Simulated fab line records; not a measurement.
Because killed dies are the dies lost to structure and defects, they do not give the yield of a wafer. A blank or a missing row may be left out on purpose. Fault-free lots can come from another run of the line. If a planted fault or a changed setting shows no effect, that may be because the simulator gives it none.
Problem report in the 8D (eight disciplines) form, filled by code ; flow gf180mcu ; the parts of the form that need people (team, actions taken, sign-off) are left out

1. WHAT IS WRONG
Wafers without a fault read 899.99 C, standard deviation 0.079; tubeCenterTempC at GF_DUAL_GATE_OXIDATION_02 reads a mean of 893.76 C on 6 wafers belonging to 2 lots. Measured from the usual mean, that is -79 standard deviations.
The step: stabilise 600 s, purge 300 s, target thk 10.887 nm.
Earliest sighting: wafer L969.1 on furnace-02 at day 13 04:40. The record has a number at this step for 36 wafers belonging to 12 lots. Rule for "out", or "out of limits": more than 4 standard deviations from the usual mean. The other wafers with a number count as sound.

2. WHAT IT IS; WHAT IT IS NOT
question;is;is not
which readings at this step;tubeCenterTempC, spikeTcBottomC, spikeTcCentreC, spikeTcLowerC, spikeTcTopC, spikeTcUpperC, tube_center_temp_C_max;-
which lots;L969, L970;L949, L951, L955, L956, L957, L958, L959, L961, L971, L972
which wafers of those lots;all that have a number;-
read on which tools;furnace-02;furnace-01
when;from day 13 04:40;"up to then (24 sound wafers); but 6 sound wafers of L971, L972 came after"

3. SUSPECTS, AND WHAT RULES EACH OUT
Counting: a tool at any process step up to the reading remains a suspect when it ran all the lots that are out and ran no sound lot after the first of those.
- plasmaAsher-03 at GF_DNWELL_STRIP_08 (strips in O2/N2): kept. It processed each lot that is out, first L969 at day 7 04:11, and no sound lot thereafter; up to then, the last sound lot it processed was L957 at day 4 13:42.
- furnace-02 at GF_DUAL_GATE_OXIDATION_02 (stabilise 600 s, purge 300 s, target thk 10.887 nm): kept. It processed each lot that is out, first L969 at day 13 04:40, and no sound lot thereafter; up to then, the last sound lot it processed was L959 at day 10 08:20. Out on those wafers are its own readings of spikeTcBottomC, spikeTcCentreC, spikeTcLowerC, spikeTcTopC, spikeTcUpperC, tubeCenterTempC, tube_center_temp_C_max.
The count leaves furnace-02 at GF_DUAL_GATE_OXIDATION_02 and plasmaAsher-03 at GF_DNWELL_STRIP_08.

4. THE CAUSE (what the simulator had put in)
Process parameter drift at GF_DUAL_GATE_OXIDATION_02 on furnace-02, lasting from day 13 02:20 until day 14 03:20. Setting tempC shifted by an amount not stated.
2 suspects survive the count, and this tool is in that group.

5. THE EFFECT CHAIN, in route order
Rows list readings where the struck wafers' mean (over those with a number) sits beyond 3 standard deviations from the usual. Scope: only readings with a usual standard deviation given in the record; hours: median across lots of the time from each lot's start at the first step in this table that gives one to its start at this step; sigmas: change in usual standard deviations.
hours;step;reading;usual;on struck wafers;change;sigmas
0;GF_DUAL_GATE_OXIDATION_02;spikeTcBottomC;915.4 C;907.8;-7.6;-5.8
0;GF_DUAL_GATE_OXIDATION_02;spikeTcCentreC;900.6 C;893.6;-7.0;-7.0
0;GF_DUAL_GATE_OXIDATION_02;spikeTcLowerC;899.9 C;892.6;-7.3;-5.6
0;GF_DUAL_GATE_OXIDATION_02;spikeTcTopC;914.2 C;908.2;-6.0;-6.0
0;GF_DUAL_GATE_OXIDATION_02;spikeTcUpperC;899.6 C;893.1;-6.5;-5.9
0;GF_DUAL_GATE_OXIDATION_02;tubeCenterTempC;899.99 C;893.76;-6.23;-79
0;GF_DUAL_GATE_OXIDATION_02;tube_center_temp_C_max;902.3;896.2;-6.1;-17
Its process steps:
- GF_DUAL_GATE_OXIDATION_02: stabilise 600 s, purge 300 s, target thk 10.887 nm.
Later measuring or inspecting steps at which every struck wafer that the step has a row for has a number for every such reading, and none has moved that far: GF_DUAL_GATE_THK_MEAS_03.

6. HOW IT WOULD HAVE BEEN CAUGHT EARLIER
2 hours passed between the start of the fault at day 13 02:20 and the first reading out of limits in this record, taken at day 13 04:40.
